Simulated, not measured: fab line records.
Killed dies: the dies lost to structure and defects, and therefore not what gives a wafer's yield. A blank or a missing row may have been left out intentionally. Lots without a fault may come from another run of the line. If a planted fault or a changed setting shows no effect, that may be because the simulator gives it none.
Which tool was responsible? + flow gf180mcu + 12 lots (36 wafers sampled), 1 step of a 602-step route

## WHAT THE GAUGES SHOWED, per wafer
GF_V4_THK_MEAS_01. Usual: V4_CVD_00_THK gives 600 nm (standard deviation 6.2).
| lot  | measured     | on           | V4_CVD_00_THK (nm) | flag |
|------|--------------|--------------|--------------------|------|
| L366 | day 24 15:44 | filmMetro-02 | 595 595 600        |      |
| L368 | day 24 23:49 | filmMetro-01 | 601 612 608        |      |
| L372 | day 26 16:10 | filmMetro-02 | 591 593 586        |      |
| L373 | day 26 16:52 | filmMetro-01 | 610 606 606        |      |
| L374 | day 26 22:25 | filmMetro-04 | 591 593 591        |      |
| L375 | day 27 00:11 | filmMetro-01 | 594 600 587        |      |
| L378 | day 28 10:07 | filmMetro-02 | 605 604 596        |      |
| L377 | day 28 10:42 | filmMetro-02 | 604 602 603        |      |
| L380 | day 28 15:25 | filmMetro-01 | 611 601 602        |      |
| L382 | day 29 09:44 | filmMetro-04 | 599 607 608        |      |
| L383 | day 29 10:05 | filmMetro-02 | 586 593 595        |      |
| L387 | day 30 21:11 | filmMetro-04 | 606 605 604        |      |

## EACH LOT AND THE TOOL THAT RAN IT (in order: tool; ch and the chambers of the sampled wafers; start)
Record: no process step prior to these readings.

## AS READ BY THE TOOLS THEMSELVES (means over the sampled wafers that have a number; for cases with no such wafer, the mark the record gives instead)
The record holds no such reading with a usual standard deviation.

## THE ANSWER, worked out from the rows above alone
Rule: take the mean of a lot's wafers that have a number; if it is more than 3 standard deviations from the usual mean, the lot is off. A lot without any number at a reading at which 4 lots or more have one is off too. The other lots that the step has rows for count as sound. Order of review: gauges by route order, followed by the tools' own readings, for which a lot's mean as printed above is used. The first step at which some lot is off is used, and at that step the reading that is off furthest; a lot without a number counts as furthest.
No lot is off at any reading shown: from this, nothing can be told.

## WHAT HAD BEEN PUT IN BY THE SIMULATOR
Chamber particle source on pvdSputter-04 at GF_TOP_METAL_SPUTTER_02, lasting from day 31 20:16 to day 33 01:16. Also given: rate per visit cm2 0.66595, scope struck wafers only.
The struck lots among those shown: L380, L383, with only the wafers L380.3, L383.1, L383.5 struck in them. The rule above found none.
